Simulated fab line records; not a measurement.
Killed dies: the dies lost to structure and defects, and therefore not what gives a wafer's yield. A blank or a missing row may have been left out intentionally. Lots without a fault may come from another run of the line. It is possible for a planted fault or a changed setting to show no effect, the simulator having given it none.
fab line records + flow sky130
[record]
- lots = 12
- wafers = 36
- lastDay = 50
route steps=708 shown SONOS_ONO@168 LI_CONTACT@385 CONTACT@430
lots untouched by any fault: they come from a run of this same line in which no faults occurred
startH: hours from the record's opening day to when the first of the lot's shown wafers began + waitH: how many hours have passed since the lot's step before this one + " same as the row above + L1.1+2: several wafers, shown together as one row + - no value, or no start given + * or withheld: withheld + < > ~ a bound
route shown NAME@n: NAME is a module with steps in the file, n the number in the route of the first one + usual: average and standard deviation across the fault-free wafers + same: alike in all rows + chamber/n: place in a boat + sites: per-site readings + _std_site: standard deviation of those values + _edge_site: mean of outer sites minus mean of inner sites + radiusMm: how far each site lies from the wafer's centre + mask NAME#n: copy n + behind: the last tool/chamber to shape the wafer + hold: why the lot was held/for how many hours/how that ended + device: the transistor (n, p or np) that didn't switch + end of line: the same wafers' tests at the end of the route + a step given without rows: its recipe and nothing more + killed: at the first sort, the dies lost to defects and structure; wafer yield is something else + map: dies across one wafer; x = killed, . = not, _ = none there
set.NAME: the setting as run; set.NAME@STEP: as run at that earlier step + model.NAME: the simulator's own value behind a step, which no gauge read
the route's steps for a sample of lots (tables are steps, rows are wafers)
services: from which hour (startH, from the record's first day; less than 0 if before it) a tool's chamber was out of use, for how many hours, and why
[[steps]]
[step SKY_SONOS_ONO_OXIDATION_00]
[recipe]
- tempC = 800
- ambient = O2
- idleTempC = 700
- rampUpCPerMin = 10
- rampDownCPerMin = 3
- stabiliseS = 600
- purgeS = 300
- targetThkA = 26
- oxTimeS = 1249
[usual]
- spikeTcBottomC = 823.9/2.9
- spikeTcCentreC = 801.2/1.4
- spikeTcLowerC = 801.1/1
- spikeTcTopC = 813.6/1.2
- spikeTcUpperC = 800.7/1.2
- tubeCenterTempC = 800/0.074
- tube_center_temp_C_max = 802.0/0.31
| lot.wafer | tool       | chamber | startH | waitH | spikeTcBottomC | spikeTcCentreC | spikeTcLowerC | spikeTcTopC | spikeTcUpperC | tubeCenterTempC | tube_center_temp_C_max |
|-----------|------------|---------|--------|-------|----------------|----------------|---------------|-------------|---------------|-----------------|------------------------|
| L892.2    | furnace-01 | 0       | 253.50 | 0.0   | 821.1          | 800.4          | 801.0         | 813.2       | 801.2         | 800.09          | 802.6                  |
| L892.3    | "          | 0       | "      | "     | 821.7          | 802.6          | 800.1         | 812.6       | 800.8         | 799.9           | 802.1                  |
| L892.6    | "          | 0       | "      | "     | 820.2          | 801.3          | 800.8         | 812.3       | 803.6         | 800.01          | 801.9                  |
| L893.3    | furnace-01 | 0       | 262.09 | 0.9   | 822.6          | 801.3          | 799.8         | 812.9       | 800.8         | 800.04          | 801.9                  |
| L893.5    | "          | 0       | "      | "     | 820.7          | 800.7          | 799.9         | 814.1       | 801.6         | 799.95          | 801.9                  |
| L893.6    | "          | 0       | "      | "     | 821.2          | 802.9          | 799.4         | 812.3       | 800.4         | 800.08          | 801.9                  |
| L894.2    | furnace-02 | 0       | 276.90 | 1.2   | 826.2          | 798.9          | 801.9         | 813.0       | 798.4         | 800.01          | 802.0                  |
| L894.3    | "          | 0       | "      | "     | 827.2          | 800.7          | 803.4         | 814.1       | 800.9         | 799.97          | 801.8                  |
| L894.5    | "          | 0       | "      | "     | 828.0          | 800.2          | 802.3         | 813.9       | 799.7         | 800.07          | 801.9                  |
| L896.2    | furnace-02 | 0       | 291.11 | 1.6   | 825.5          | 799.9          | 801.5         | 814.4       | 799.9         | 800.05          | 802.2                  |
| L896.4    | "          | 0       | "      | "     | 825.5          | 800.6          | 801.9         | 815.4       | 800.1         | 800.04          | 801.7                  |
| L896.6    | "          | 0       | "      | "     | 827.2          | 799.3          | 800.5         | 812.6       | 799.7         | 800.14          | 802.3                  |
| L900.4    | furnace-01 | 0       | 318.51 | 0.0   | 820.4          | 801.8          | 800.4         | 814.0       | 801.4         | 800             | 802.0                  |
| L900.5    | "          | 0       | "      | "     | 821.0          | 800.3          | 801.9         | 812.9       | 803.0         | 800.02          | 802.0                  |
| L900.6    | "          | 0       | "      | "     | 819.3          | 803.5          | 801.6         | 812.7       | 802.5         | 799.9           | 801.8                  |
| L901.2    | furnace-01 | 0       | 329.30 | 0.0   | 838.2          | 819.2          | 817.9         | 826.8       | 817.1         | 815.73          | 817.4                  |
| L901.5    | "          | 0       | "      | "     | 837.3          | 817.0          | 816.8         | 828.4       | 817.2         | 815.64          | 817.9                  |
| L901.6    | "          | 0       | "      | "     | 836.9          | 818.8          | 815.8         | 828.9       | 815.1         | 815.58          | 817.2                  |
| L902.3    | furnace-01 | 0       | 340.40 | 2.4   | 837.8          | 816.9          | 816.8         | 828.2       | 816.5         | 815.7           | 817.7                  |
| L902.4    | "          | 0       | "      | "     | 838.0          | 819.2          | 817.5         | 828.2       | 818.9         | 815.63          | 817.5                  |
| L902.5    | "          | 0       | "      | "     | 835.8          | 819.4          | 816.3         | 828.1       | 818.2         | 815.64          | 818.0                  |
| L906.1    | furnace-02 | 0       | 368.95 | 1.0   | 826.9          | 800.5          | 800.7         | 815.2       | 799.9         | 799.81          | 802.1                  |
| L906.2    | "          | 0       | "      | "     | 826.8          | 800.7          | 801.3         | 815.5       | 801.7         | 800.09          | 802.2                  |
| L906.4    | "          | 0       | "      | "     | 826.3          | 800.8          | 801.2         | 815.3       | 802.0         | 800.16          | 802.1                  |
| L911.1    | furnace-02 | 0       | 411.63 | 1.2   | 826.1          | 799.7          | 801.0         | 814.0       | 799.9         | 799.94          | 802.1                  |
| L911.3    | "          | 0       | "      | "     | 825.8          | 800.2          | 801.7         | 814.7       | 801.0         | 800.06          | 801.6                  |
| L911.5    | "          | 0       | "      | "     | 826.5          | 802.5          | 801.6         | 814.0       | 799.6         | 799.99          | 802.4                  |
| L912.3    | furnace-02 | 0       | 412.98 | 0.1   | 828.0          | 799.1          | 802.2         | 813.0       | 800.4         | 800.05          | 801.9                  |
| L912.4    | "          | 0       | "      | "     | 825.9          | 798.6          | 803.0         | 814.4       | 798.4         | 799.95          | 802.1                  |
| L912.5    | "          | 0       | "      | "     | 827.2          | 800.0          | 801.1         | 814.2       | 800.6         | 800.09          | 802.0                  |
| L913.2    | furnace-01 | 0       | 424.69 | 2.0   | 821.6          | 801.1          | 803.0         | 814.3       | 802.5         | 799.89          | 801.7                  |
| L913.3    | "          | 0       | "      | "     | 821.7          | 801.6          | 802.0         | 812.6       | 800.3         | 800.07          | 802.2                  |
| L913.4    | "          | 0       | "      | "     | 819.4          | 803.5          | 801.6         | 813.3       | 802.2         | 799.94          | 801.7                  |
| L914.1    | furnace-02 | 0       | 432.81 | 0.5   | 824.2          | 800.1          | 802.1         | 814.8       | 799.3         | 800             | 802.1                  |
| L914.3    | "          | 0       | "      | "     | 828.5          | 799.8          | 800.8         | 813.5       | 801.5         | 800.07          | 802.1                  |
| L914.4    | "          | 0       | "      | "     | 826.4          | 800.2          | 801.1         | 814.9       | 798.5         | 800             | 802.1                  |
[step SKY_SONOS_ONO_THK_MEAS_01]
[recipe]
- reads = SiO2_of_SONOS_ONO_OXIDATION_00
[usual]
- SONOS_ONO_OXIDATION_THK = 2.57/0.05
| lot.wafer | tool         | chamber | startH | waitH | SONOS_ONO_OXIDATION_THK[nm] |
|-----------|--------------|---------|--------|-------|-----------------------------|
| L892.2    | filmMetro-04 | -       | 254.86 | 0.0   | 2.60                        |
| L892.3    | "            | -       | "      | "     | 2.55                        |
| L892.6    | "            | -       | "      | "     | 2.58                        |
| L893.3    | filmMetro-04 | -       | 263.46 | 0.0   | 2.61                        |
| L893.5    | "            | -       | "      | "     | 2.64                        |
| L893.6    | "            | -       | "      | "     | 2.53                        |
| L894.2    | filmMetro-01 | -       | 278.25 | 0.0   | 2.63                        |
| L894.3    | "            | -       | "      | "     | 2.63                        |
| L894.5    | "            | -       | "      | "     | 2.61                        |
| L896.2    | filmMetro-01 | -       | 292.47 | 0.0   | 2.58                        |
| L896.4    | "            | -       | "      | "     | 2.57                        |
| L896.6    | "            | -       | "      | "     | 2.53                        |
| L900.4    | filmMetro-02 | -       | 319.89 | 0.0   | 2.64                        |
| L900.5    | "            | -       | "      | "     | 2.52                        |
| L900.6    | "            | -       | "      | "     | 2.62                        |
| L901.2    | filmMetro-04 | -       | 330.66 | 0.0   | 3.26                        |
| L901.5    | "            | -       | "      | "     | 3.21                        |
| L901.6    | "            | -       | "      | "     | 3.26                        |
| L902.3    | filmMetro-02 | -       | 341.77 | 0.0   | 3.15                        |
| L902.4    | "            | -       | "      | "     | 3.17                        |
| L902.5    | "            | -       | "      | "     | 3.17                        |
| L906.1    | filmMetro-04 | -       | 370.30 | 0.0   | 2.57                        |
| L906.2    | "            | -       | "      | "     | 2.57                        |
| L906.4    | "            | -       | "      | "     | 2.49                        |
| L911.1    | filmMetro-02 | -       | 412.98 | 0.0   | 2.60                        |
| L911.3    | "            | -       | "      | "     | 2.53                        |
| L911.5    | "            | -       | "      | "     | 2.57                        |
| L912.3    | filmMetro-01 | -       | 414.35 | 0.0   | 2.59                        |
| L912.4    | "            | -       | "      | "     | 2.56                        |
| L912.5    | "            | -       | "      | "     | 2.56                        |
| L913.2    | filmMetro-04 | -       | 426.04 | 0.0   | 2.49                        |
| L913.3    | "            | -       | "      | "     | 2.48                        |
| L913.4    | "            | -       | "      | "     | 2.61                        |
| L914.1    | filmMetro-04 | -       | 434.16 | 0.0   | 2.56                        |
| L914.3    | "            | -       | "      | "     | 2.63                        |
| L914.4    | "            | -       | "      | "     | 2.60                        |
[step SKY_LI_CONTACT_THK_MEAS_23]
[recipe]
- thkMeasGauge = xrf
- reads = W_of_LI_CONTACT_CVD_21
[usual]
- LI_CONTACT_W_THK = 409/6.1
| lot.wafer | tool         | chamber | startH | waitH | LI_CONTACT_W_THK[nm] |
|-----------|--------------|---------|--------|-------|----------------------|
| L892.2    | filmMetro-04 | -       | 680.35 | 0.1   | 417                  |
| L892.3    | "            | -       | "      | "     | 413                  |
| L892.6    | "            | -       | "      | "     | 416                  |
| L893.3    | filmMetro-01 | -       | 691.95 | 0.1   | 398                  |
| L893.5    | "            | -       | "      | "     | 409                  |
| L893.6    | "            | -       | "      | "     | 402                  |
| L894.2    | filmMetro-04 | -       | 708.60 | 0.1   | 412                  |
| L894.3    | "            | -       | "      | "     | 421                  |
| L894.5    | "            | -       | "      | "     | 413                  |
| L896.2    | filmMetro-04 | -       | 721.92 | 0.1   | 411                  |
| L896.4    | "            | -       | "      | "     | 414                  |
| L896.6    | "            | -       | "      | "     | 415                  |
| L900.4    | filmMetro-01 | -       | 750.91 | 0.1   | 406                  |
| L900.5    | "            | -       | "      | "     | 404                  |
| L900.6    | "            | -       | "      | "     | 410                  |
| L901.2    | filmMetro-03 | -       | 761.92 | 0.1   | 410                  |
| L901.5    | "            | -       | "      | "     | 404                  |
| L901.6    | "            | -       | "      | "     | 411                  |
| L902.3    | filmMetro-03 | -       | 773.71 | 0.1   | 409                  |
| L902.4    | "            | -       | "      | "     | 412                  |
| L902.5    | "            | -       | "      | "     | 411                  |
| L906.1    | filmMetro-03 | -       | 796.59 | 0.1   | 398                  |
| L906.2    | "            | -       | "      | "     | 408                  |
| L906.4    | "            | -       | "      | "     | 412                  |
| L911.1    | filmMetro-04 | -       | 832.64 | 0.1   | 403                  |
| L911.3    | "            | -       | "      | "     | 410                  |
| L911.5    | "            | -       | "      | "     | 408                  |
| L912.3    | filmMetro-04 | -       | 839.76 | 0.1   | 409                  |
| L912.4    | "            | -       | "      | "     | 415                  |
| L912.5    | "            | -       | "      | "     | 411                  |
| L913.2    | filmMetro-04 | -       | 847.62 | 0.1   | 408                  |
| L913.3    | "            | -       | "      | "     | 409                  |
| L913.4    | "            | -       | "      | "     | 403                  |
| L914.1    | filmMetro-04 | -       | 852.79 | 0.1   | 405                  |
| L914.3    | "            | -       | "      | "     | 409                  |
| L914.4    | "            | -       | "      | "     | 414                  |
[step SKY_CONTACT_CVD_24]
[recipe]
- material = W
- targetThkNm = 340
- timeS = 102.12
- tempC = 400
- pressureTorr = 40
[usual]
- heaterPowerW = 879/56
| lot.wafer | tool    | chamber | startH | waitH | heaterPowerW |
|-----------|---------|---------|--------|-------|--------------|
| L892.2    | cvdW-01 | 0       | 738.31 | 0.0   | 800          |
| L892.3    | "       | 0       | "      | "     | 789          |
| L892.6    | "       | 0       | "      | "     | 800          |
| L893.3    | cvdW-02 | 1       | 749.91 | 0.1   | 930          |
| L893.5    | "       | 0       | "      | "     | 873          |
| L893.6    | "       | 1       | "      | "     | 942          |
| L894.2    | cvdW-02 | 1       | 766.10 | 0.0   | 954          |
| L894.3    | "       | 1       | "      | "     | 975          |
| L894.5    | "       | 0       | "      | "     | 875          |
| L896.2    | cvdW-02 | 0       | 779.02 | 0.0   | 903          |
| L896.4    | "       | 1       | "      | "     | 932          |
| L896.6    | "       | 1       | "      | "     | 975          |
| L900.4    | cvdW-01 | 0       | 806.87 | 0.1   | 795          |
| L900.5    | "       | 1       | "      | "     | 859          |
| L900.6    | "       | 0       | "      | "     | 781          |
| L901.2    | cvdW-02 | 1       | 816.72 | 0.0   | 966          |
| L901.5    | "       | 0       | "      | "     | 883          |
| L901.6    | "       | 1       | "      | "     | 937          |
| L902.3    | cvdW-01 | 0       | 829.05 | 0.1   | 800          |
| L902.4    | "       | 1       | "      | "     | 835          |
| L902.5    | "       | 0       | "      | "     | 802          |
| L906.1    | cvdW-02 | 0       | 851.36 | 0.0   | 905          |
| L906.2    | "       | 1       | "      | "     | 935          |
| L906.4    | "       | 0       | "      | "     | 903          |
| L911.1    | cvdW-01 | 1       | 887.30 | 0.0   | 840          |
| L911.3    | "       | 0       | "      | "     | 782          |
| L911.5    | "       | 1       | "      | "     | 819          |
| L912.3    | cvdW-01 | 0       | 893.65 | 0.1   | 811          |
| L912.4    | "       | 1       | "      | "     | 845          |
| L912.5    | "       | 0       | "      | "     | 805          |
| L913.2    | cvdW-02 | 0       | 902.44 | 0.0   | 882          |
| L913.3    | "       | 0       | "      | "     | 911          |
| L913.4    | "       | 1       | "      | "     | 960          |
| L914.1    | cvdW-01 | 1       | 907.32 | 0.0   | 862          |
| L914.3    | "       | 0       | "      | "     | 801          |
| L914.4    | "       | 1       | "      | "     | 860          |
[step SKY_CONTACT_RS_MEAS_25]
[recipe]
- thkMeasGauge = four-point-probe
- reads = W_of_CONTACT_CVD_24+TiN_of_CONTACT_SPUTTER_23
[usual]
- CONTACT_W_RS = 0.341/0.0037
| lot.wafer | tool         | chamber | startH | waitH | CONTACT_W_RS[ohm/sq] |
|-----------|--------------|---------|--------|-------|----------------------|
| L892.2    | filmMetro-01 | -       | 738.44 | 0.1   | 0.343                |
| L892.3    | "            | -       | "      | "     | 0.342                |
| L892.6    | "            | -       | "      | "     | 0.343                |
| L893.3    | filmMetro-02 | -       | 750.02 | 0.1   | 0.336                |
| L893.5    | "            | -       | "      | "     | 0.344                |
| L893.6    | "            | -       | "      | "     | 0.338                |
| L894.2    | filmMetro-01 | -       | 766.23 | 0.1   | 0.340                |
| L894.3    | "            | -       | "      | "     | 0.340                |
| L894.5    | "            | -       | "      | "     | 0.346                |
| L896.2    | filmMetro-02 | -       | 779.15 | 0.1   | 0.343                |
| L896.4    | "            | -       | "      | "     | 0.337                |
| L896.6    | "            | -       | "      | "     | 0.336                |
| L900.4    | filmMetro-01 | -       | 807.01 | 0.1   | 0.335                |
| L900.5    | "            | -       | "      | "     | 0.341                |
| L900.6    | "            | -       | "      | "     | 0.336                |
| L901.2    | filmMetro-01 | -       | 816.85 | 0.1   | 0.339                |
| L901.5    | "            | -       | "      | "     | 0.348                |
| L901.6    | "            | -       | "      | "     | 0.340                |
| L902.3    | filmMetro-02 | -       | 829.16 | 0.1   | 0.337                |
| L902.4    | "            | -       | "      | "     | 0.344                |
| L902.5    | "            | -       | "      | "     | 0.337                |
| L906.1    | filmMetro-01 | -       | 851.47 | 0.1   | 0.341                |
| L906.2    | "            | -       | "      | "     | 0.335                |
| L906.4    | "            | -       | "      | "     | 0.341                |
| L911.1    | filmMetro-02 | -       | 887.41 | 0.1   | 0.340                |
| L911.3    | "            | -       | "      | "     | 0.339                |
| L911.5    | "            | -       | "      | "     | 0.342                |
| L912.3    | filmMetro-02 | -       | 893.76 | 0.1   | 0.338                |
| L912.4    | "            | -       | "      | "     | 0.340                |
| L912.5    | "            | -       | "      | "     | 0.341                |
| L913.2    | filmMetro-02 | -       | 902.57 | 0.1   | 0.342                |
| L913.3    | "            | -       | "      | "     | 0.342                |
| L913.4    | "            | -       | "      | "     | 0.338                |
| L914.1    | filmMetro-01 | -       | 907.43 | 0.1   | 0.342                |
| L914.3    | "            | -       | "      | "     | 0.336                |
| L914.4    | "            | -       | "      | "     | 0.341                |
[[services]]
| tool       | chamber | startH | hours | kind   |
|------------|---------|--------|-------|--------|
| cvdW-02    | -       | 243.51 | 6.9   | pm     |
| furnace-01 | -       | 248.96 | 3.0   | pm     |
| cvdW-02    | -       | 251.01 | 2.6   | repair |
| furnace-01 | -       | 285.14 | 4.1   | pm     |
| furnace-02 | -       | 295.47 | 3.6   | pm     |
| cvdW-02    | 0       | 309.55 | 8.5   | repair |
| cvdW-02    | 1       | 313.38 | 4.3   | repair |
| cvdW-01    | -       | 324.58 | 0.7   | repair |
| furnace-01 | -       | 324.63 | 4.1   | pm     |
| furnace-02 | -       | 329.69 | 3.7   | pm     |
| cvdW-01    | 0       | 364.26 | 11.7  | repair |
| cvdW-01    | -       | 390.00 | 14.0  | pm     |
| cvdW-01    | -       | 411.58 | 6.9   | pm     |
| cvdW-02    | 1       | 440.47 | 2.4   | repair |
| cvdW-02    | -       | 448.58 | 0.4   | repair |
| cvdW-02    | 1       | 460.18 | 12.3  | repair |
| furnace-02 | -       | 462.36 | 2.6   | pm     |
| furnace-02 | -       | 484.67 | 9.4   | pm     |
| cvdW-01    | -       | 492.91 | 1.6   | repair |
| furnace-01 | -       | 496.50 | 17.3  | pm     |
| cvdW-02    | 0       | 544.51 | 5.1   | repair |
| furnace-01 | -       | 567.09 | 5.6   | pm     |
| furnace-01 | -       | 585.33 | 3.7   | pm     |
| furnace-02 | -       | 611.39 | 3.5   | pm     |
[[key]]
[firstSign]
- step = SKY_SONOS_ONO_OXIDATION_00
- reading = tubeCenterTempC
- direction = up
- sigmas = 99+
- usual = *
- struck = *
[effect]
- step = SKY_SONOS_ONO_OXIDATION_00
- reading = tube_center_temp_C_max
- direction = up
- sigmas = 50
- usual = *
- struck = *
[effect]
- step = SKY_SONOS_ONO_THK_MEAS_01
- reading = SONOS_ONO_OXIDATION_THK
- direction = up
- sigmas = 13
- usual = 2.57
- struck = 3.20
metAt SKY_SONOS_ONO_OXIDATION_00
struckLots L901,L902
testerLeftOut L901,L902
notActingAt SKY_LI_CONTACT_THK_MEAS_23,SKY_CONTACT_CVD_24,SKY_CONTACT_RS_MEAS_25
onsetBetween 318.51 329.30
[fault]
- kind = processParameterDrift
- tool = furnace-01
- chamber = -
- onsetH = 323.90
- steps = SKY_SONOS_ONO_OXIDATION_00
- channel = tempC
- offset = *
- shape = step
- endH = 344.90
- actsIn = *
- stated = *
// testerLeftOut: of these lots the tester's yield and bins aren't shown, on N5 and GAA mostly nor the transistor test; their killed dies are dies lost to structure and defects alone, not to doping, threshold or leakage, so they don't give the yield
